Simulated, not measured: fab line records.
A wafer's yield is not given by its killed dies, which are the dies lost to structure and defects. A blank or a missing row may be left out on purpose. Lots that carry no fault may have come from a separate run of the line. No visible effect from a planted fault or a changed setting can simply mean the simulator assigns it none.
Which tool was responsible? ; flow gf180mcu ; 6 lots, 18 wafers sampled, at 2 steps of a route of 602

WHAT THE GAUGES SHOWED, per wafer
GF_V3_THK_MEAS_25: measures by xrf.
lot;measured;on;V3_W_THK (nm)
L512;day 23 09:29;film metro-01;371 359 372
L515;day 24 15:52;film metro-04;373 360 372
L523;day 27 04:13;film metro-04;379 362 358
L526;day 28 04:32;film metro-02;359 360 365
L530;day 29 04:47;film metro-02;371 352 362
L532;day 29 19:44;film metro-02;366 349 353

TOOL THAT RAN EACH LOT (tool first, then ch and the chambers of the sampled wafers, then the start)
lot;GF_V3_SPUTTER_21
L512;pvd sputter-02, day 23 09:08
L515;pvd sputter-02, day 24 15:32
L523;pvd sputter-04, day 27 03:53
L526;pvd sputter-01, day 28 04:11
L530;pvd sputter-04, day 29 04:28
L532;pvd sputter-02, day 29 19:23
- GF_V3_SPUTTER_21: material Ti, target thk 15 nm, time 80.02 s.

THE ANSWER, worked out from the rows above alone
Rule: the lots themselves supply what counts as usual. Put in order of their means at a reading, lots are off if they are a third of the lots or fewer, leave a main group of 4 or more, and stand apart from it by a gap of 3 or more times the standard deviation of the main group's means; of several such gaps the widest counts. If all means in a main group match to the digits the tables above print for the reading, that group is not used. Also off: a lot with no number at a reading for which 4 or more lots have one. Where the step has rows for the other lots, those lots are counted as sound.
Nothing can be told from this: no lot is off at any reading shown.

WHAT WAS PUT IN BY THE SIMULATOR
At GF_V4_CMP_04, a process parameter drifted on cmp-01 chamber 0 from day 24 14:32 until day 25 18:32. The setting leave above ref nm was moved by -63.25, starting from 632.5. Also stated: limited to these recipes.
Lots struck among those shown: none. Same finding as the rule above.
